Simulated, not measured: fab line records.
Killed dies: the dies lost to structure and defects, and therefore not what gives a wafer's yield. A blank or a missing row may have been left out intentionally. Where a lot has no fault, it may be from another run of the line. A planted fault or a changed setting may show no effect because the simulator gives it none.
Which tool is to blame? -- flow sky130 -- 6 lots (18 wafers sampled), 1 step of a 708-step route

## WHAT THE GAUGES SHOWED, per wafer
SKY_FIELD_ISO_BOW_MEAS_00.
lot,measured,on,INCOMING_BOW (um)
L674,day 1 20:02,film_metro-01,2 8 -10
L676,day 2 06:02,film_metro-02,8 -2 1
L681,day 3 07:00,film_metro-04,9 -1 -5
L683,day 3 17:00,film_metro-04,-4 6 -7
L690,day 5 04:02,film_metro-02,-1 12 -6
L695,day 6 05:01,film_metro-01,-8 12 -5

## EACH LOT AND THE TOOL THAT RAN IT (in order: tool; ch and the chambers of the sampled wafers; start)
No process step before these readings appears in the record.

## THE ANSWER, worked out from the rows above alone
Rule: what is usual is taken from the lots themselves. The widest of any qualifying gaps counts: lots, ordered by their means at a reading, are off when they make up no more than a third of the lots, leave a main group of 4 or more, and stand apart from it by 3 or more times the standard deviation of that group's means. If all means in a main group match to the digits the tables above print for the reading, that group is not used. A lot without any number at a reading at which 4 lots or more have one is off too. Any other lot the step has rows for is counted as sound.
No lot is off on any of the readings shown, so nothing can be concluded from this.

## WHAT THE SIMULATOR HAD PUT IN
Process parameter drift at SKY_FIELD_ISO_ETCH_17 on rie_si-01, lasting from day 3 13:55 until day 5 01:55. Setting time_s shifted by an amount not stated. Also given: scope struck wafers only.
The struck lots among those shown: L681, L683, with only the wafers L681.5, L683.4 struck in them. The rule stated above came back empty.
